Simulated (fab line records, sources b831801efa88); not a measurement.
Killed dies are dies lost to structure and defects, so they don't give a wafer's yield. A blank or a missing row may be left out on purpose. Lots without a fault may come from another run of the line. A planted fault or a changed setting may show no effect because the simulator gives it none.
Which tool did it? | flow gf180mcu | 6 lots, 18 wafers sampled, at 3 steps of a route of 602

WHAT THE GAUGES READ, wafer by wafer
GF_HV_LDD_CD_MEAS_19: target cd 400 nm.
lot  | measured     | on        | cd_nm (nm)
L850 | day 11 03:50 | cd_sem-01 | 402.5 401.6 400.7
L853 | day 12 02:06 | cd_sem-02 | 400.3 400.8 398.1
L855 | day 12 12:25 | cd_sem-01 | 399.5 401.2 400.8
L857 | day 13 06:58 | cd_sem-01 | 401.5 400.7 401.5
L865 | day 15 21:49 | cd_sem-01 | 397.1 399.1 397.9
L871 | day 17 17:19 | cd_sem-01 | 423.3 421.8 420.5

WHICH TOOL RAN EACH LOT (tool, then ch and the chambers of the sampled wafers, then the start)
lot  | GF_VT_IMPLANT_RTA_45             | GF_HV_LDD_COAT_14
L850 | rtp_anneal-02 ch 0, day 7 19:49  | litho_track-03 ch 0, day 10 18:35
L853 | rtp_anneal-02 ch 0, day 8 16:29  | litho_track-02 ch 0, day 11 16:30
L855 | rtp_anneal-01 ch 0, day 9 03:21  | litho_track-02 ch 0, day 12 02:15
L857 | rtp_anneal-01 ch 0, day 9 19:42  | litho_track-02 ch 0, day 12 21:00
L865 | rtp_anneal-01 ch 0, day 12 01:24 | litho_track-01 ch 0, day 15 10:34
L871 | rtp_anneal-02 ch 0, day 13 16:55 | litho_track-03 ch 0, day 17 05:08
- GF_VT_IMPLANT_RTA_45: time 30 s.
- GF_HV_LDD_COAT_14: resist thk 1000 nm.

THE ANSWER, worked out from the rows above alone
Rule: what is usual is taken from the lots themselves. Put in order of their means at a reading, lots are off if they are a third of the lots or fewer, leave a main group of 4 or more, and stand apart from it by a gap of 3 or more times the standard deviation of the main group's means; of several such gaps the widest counts. A main group whose means are all the same, to the digits that the tables above print for the reading, isn't used. A lot without any number at a reading at which 4 lots or more have one is off too. The other lots that the step has rows for count as sound.
Off: L871, at GF_HV_LDD_CD_MEAS_19 (cd_nm). The main group: mean 400.2 nm, standard deviation 1.3.
A tool fits if, at a process step before that reading, it ran every lot that is off, and no sound lot after the first of them. The gauges at GF_HV_LDD_CD_MEAS_19 are tried like those tools. Can't be told from this: 3 tools fit, rtp_anneal-02 at GF_VT_IMPLANT_RTA_45, litho_track-03 at GF_HV_LDD_COAT_14, cd_sem-01 at GF_HV_LDD_CD_MEAS_19.

WHAT THE SIMULATOR HAD PUT IN
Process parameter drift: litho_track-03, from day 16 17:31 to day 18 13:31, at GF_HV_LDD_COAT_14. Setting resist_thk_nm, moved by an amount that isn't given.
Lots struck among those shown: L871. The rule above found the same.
